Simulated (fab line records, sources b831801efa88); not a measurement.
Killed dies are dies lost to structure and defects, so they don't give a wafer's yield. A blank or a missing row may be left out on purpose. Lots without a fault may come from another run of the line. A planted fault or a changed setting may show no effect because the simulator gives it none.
A struck lot beside a sound one | flow gf180mcu | 20 steps out of a route of 602
Sound: wafers L578.2, L578.5, L578.6. Struck: wafers L582.1, L582.2, L582.5. The cause comes at the end.
At each step with rows: each side's tool, then ch and its chambers, then its first start. Under that, the readings that differ: sound wafers | struck wafers | difference of the means | sigmas: that difference in standard deviations of wafers without a fault.
alike: readings whose means differ by less than 2 such deviations, and words and numbers that are the same on both sides. not compared: withheld readings, readings that some wafer has no value for, bounds like >300 that may hide the same value, and numbers for which the record gives no deviation and whose values overlap.
The two part at a step that has a row with sigmas, a row that says differs or no value, or rows on one side only. Numbers that don't overlap but have no deviation are shown without sigmas and don't part them. A reading that every wafer of one side lacks parts them only if that side has two wafers or more.

first, 1 step without rows for these wafers: GF_CONTACT_CVD_00 (deposits SiO2, target thk 300 nm, time 50 s).
GF_CONTACT_THK_MEAS_01:
  sound on film_metro-04, day 17 04:21; struck on film_metro-03, day 18 06:41
  alike: CONTACT_CVD_00_THK
GF_CONTACT_CVD_02: deposits SiO2 from TEOS, target thk 860 nm, time 95.992 s.
  sound on pecvd-03 ch 0,1,2, day 17 04:24; struck on pecvd-04 ch 0,1, day 18 06:45
  alike: heater_power_w, rf_fwd_power_W
GF_CONTACT_THK_MEAS_03:
  sound on film_metro-03, day 17 04:29; struck on film_metro-01, day 18 06:49
  alike: CONTACT_CVD_02_THK
GF_CONTACT_CMP_04: polishes SiO2.
  sound on cmp-01 ch 2,3, day 17 04:32; struck on cmp-01 ch 1,2, day 18 06:53
  alike: head_pressure_psi, motor_current_A, slurry_flow_ml_min, time_to_endpoint_s
GF_CONTACT_BOW_MEAS_05:
  sound on film_metro-04, day 17 04:51; struck on film_metro-04, day 18 07:11
  alike: CONTACT_BOW
then, 6 steps without rows for these wafers: GF_CONTACT_DEHYDRATE_06 (time 60 s); GF_CONTACT_HMDS_07 (prime time 60 s); GF_CONTACT_COAT_08; GF_CONTACT_COAT_09 (resist thk 1000 nm); GF_CONTACT_SOFTBAKE_10 (time 60 s); GF_CONTACT_EXPOSE_11 (exposes mask Contact, target cd 220 nm).
GF_CONTACT_PEB_12: peb time 90 s.
  sound on litho_track-02 ch 0, day 18 03:49; struck on litho_track-02 ch 0, day 19 07:11
  reading                  | sound                | struck               | difference | sigmas
  heater_power_total_W (W) | 85.79 85.81 85.86    | 84.70 84.90 84.96    | -0.97      | -12
  plate_temp_C (C)         | 134.88 134.93 134.83 | 133.97 133.97 133.90 | -0.93      | -6
then, 1 step without rows for these wafers: GF_CONTACT_DEVELOP_13 (develop time 60 s).
GF_CONTACT_CD_MEAS_14: target cd 220 nm.
  sound on cd_sem-02, day 18 04:10; struck on cd_sem-01, day 19 07:32
  alike: cd_nm
GF_CONTACT_OVL_MEAS_15:
  sound on overlay-01, day 18 04:16; struck on overlay-02, day 19 07:40
  alike: CONTACT_OVL
GF_CONTACT_ETCH_16: etches BARC in N2/H2.
  sound on rie_diel-03 ch 0,1,3, day 18 04:17; struck on rie_diel-03 ch 0,3, day 19 07:41
  reading                  | sound             | struck            | difference | sigmas
  model.CONTACT.cd_nm (nm) | 219.4 218.5 218.7 | 215.6 218.4 217.4 | -1.7       |
  alike: bias_w, drypump_motor_current_A, oes_product_au, rf_fwd_power_W, throttle_valve_pct
GF_CONTACT_ETCH_17: etches SiO2 in C4F8/O2/Ar, stops on CoSi2, target depth 860 nm.
  sound on rie_diel-03 ch 0,1,3; struck on rie_diel-03 ch 0,3
  reading                  | sound             | struck            | difference | sigmas
  model.CONTACT.cd_nm (nm) | 219.1 219.6 220.5 | 215.2 217.3 217.7 | -3.0       |
  alike: bias_w, oes_product_au, rf_fwd_power_W
GF_CONTACT_STRIP_18: strips in O2/N2.
  sound on plasma_asher-01 ch 0,1, day 18 04:28; struck on plasma_asher-03 ch 0,1, day 19 07:51
  alike: drypump_motor_current_A, heater_power_w, oes_product_au
  not compared: rf_hours_counter_h
GF_PASSIVATION_PROBE_99:
  the record has rows for the sound wafers here (prober-02, day 30 19:08) and none for the struck ones

WHERE THEY PART
First at GF_CONTACT_PEB_12; last, within this record, at GF_PASSIVATION_PROBE_99.

WHY: what the simulator had put in
Process parameter drift: litho_track-02, from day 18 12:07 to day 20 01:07, at GF_CONTACT_PEB_12. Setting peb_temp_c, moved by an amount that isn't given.
